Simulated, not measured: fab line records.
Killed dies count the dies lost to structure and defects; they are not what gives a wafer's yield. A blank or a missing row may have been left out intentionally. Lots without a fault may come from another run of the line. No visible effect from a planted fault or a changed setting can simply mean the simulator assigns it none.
Struck lot and sound lot, side by side || flow gf180mcu || 21 out of 602 route steps
Sound: the wafers L294.3, L294.5, L294.6. Struck: wafers L302.3, L302.4 (left out: L302.1, a lot-mate that was not struck); the cause follows at the end.
Order at every step that has rows: each side's tool, ch and its chambers, its first start. Under that, the readings that differ: sound wafers || struck wafers || difference of the means || sigmas: that difference in standard deviations of wafers without a fault.
alike: a reading whose means differ by less than 2 such deviations, as well as words and numbers matching on both sides. not compared: withheld readings; readings where some wafer has no value; bounds like >300 that might hide an equal value; numbers whose values overlap and for which the record gives no deviation.
The two part at a step that has a row with sigmas, a row that says differs or no value, or rows on one side only. Numbers that don't overlap but have no deviation are shown without sigmas and don't part them. Lack of a reading on every wafer of one side parts them only where that side has two or more wafers.

first, 2 steps without rows for these wafers: GF_M4_CLEAN_19 (cleans in DIW); GF_V4_CVD_00 (deposits SiO2, target thk 600 nm, time 100 s).
GF_V4_THK_MEAS_01:
  sound on film metro-04, day 28 06:49; struck on film metro-04, day 30 10:58
{"reading": "V4_CVD_00_THK (nm)", "sound": "620 611 625", "struck": "601 596", "difference": -20, "sigmas": -2}
GF_V4_CVD_02: deposits SiO2 from TEOS, target thk 850 nm, time 94.851 s.
  sound on pecvd-03 ch 0,2, day 28 06:52; struck on pecvd-04 ch 0,1, day 30 11:02
  alike: heater power outer w, heater power w
GF_V4_THK_MEAS_03:
  sound on film metro-02, day 28 06:57; struck on film metro-02, day 30 11:06
  alike: V4_CVD_02_THK
GF_V4_CMP_04: polishes SiO2.
  sound on cmp-01 ch 0,3, day 28 07:02; struck on cmp-02 ch 2,3, day 30 11:10
{"reading": "time to endpoint s (s)", "sound": "84 97 89", "struck": "75 78", "difference": -14, "sigmas": -2}
  alike: motor current A
GF_V4_BOW_MEAS_05:
  sound on film metro-04, day 28 07:20; struck on film metro-04, day 30 11:28
  alike: V4_BOW
then, 5 steps without rows for these wafers: GF_V4_DEHYDRATE_06 (time 60 s); GF_V4_HMDS_07 (prime time 60 s); GF_V4_COAT_08; GF_V4_COAT_09 (resist thk 1000 nm); GF_V4_SOFTBAKE_10 (time 60 s).
GF_V4_EXPOSE_11: exposes mask Via4, target cd 260 nm.
  sound on krf scanner-01 ch 0, day 28 17:53; struck on krf scanner-01 ch 0, day 30 21:43
  alike: mask
GF_V4_PEB_12: peb time 92.34 s.
  sound on litho track-01 ch 0; struck on litho track-01 ch 0
  alike: chill plate temp C, plate sensor t centre C, plate sensor t edge C
then, 1 step without rows for these wafers: GF_V4_DEVELOP_13 (develop time 60 s).
GF_V4_CD_MEAS_14 targets a cd of 260 nm.
  sound on cd sem-01, day 29 03:41; struck on cd sem-01, day 31 06:36
{"reading": "cd nm (nm)", "sound": "261.6 260.3 260.3", "struck": "265.0 263.9", "difference": "+3.7", "sigmas": "+3"}
GF_V4_OVL_MEAS_15:
  sound on overlay-02, day 29 03:47; struck on overlay-01, day 31 06:43
  alike: V4_OVL
GF_V4_ETCH_16: etches BARC in N2/H2.
  sound on rie diel-04 ch 0,1, day 29 03:49; struck on rie diel-04 ch 1,3, day 31 06:46
{"reading": "model.V4.cd nm (nm)", "sound": "261.5 260.3 261.8", "struck": "265.9 262.7", "difference": "+3.1", "sigmas": ""}
  alike: drypump motor current A, oes product au, throttle valve pct
GF_V4_ETCH_17: etches SiO2 in C4F8/O2/Ar, stops on TiN, target depth 630 nm.
  sound on rie diel-04 ch 0,1; struck on rie diel-04 ch 1,3
  alike: oes product au
  not compared: model.V4.cd nm
GF_V4_STRIP_18: strips in O2/N2.
  sound on plasma asher-03 ch 0,1, day 29 03:58; struck on plasma asher-02 ch 0,1, day 31 06:53
  alike: drypump motor current A, heater power w, oes product au
  not compared: rf hours counter h
then, 1 step without rows for these wafers: GF_PASSIVATION_PROBE_99.

== WHERE THEY PART ==
At GF_V4_THK_MEAS_01 first; at GF_V4_CD_MEAS_14 last (within this record only). Later steps at which nothing parts them and some readings are alike: GF_V4_OVL_MEAS_15, GF_V4_ETCH_16, GF_V4_ETCH_17, GF_V4_STRIP_18.

WHY: what the simulator had put in
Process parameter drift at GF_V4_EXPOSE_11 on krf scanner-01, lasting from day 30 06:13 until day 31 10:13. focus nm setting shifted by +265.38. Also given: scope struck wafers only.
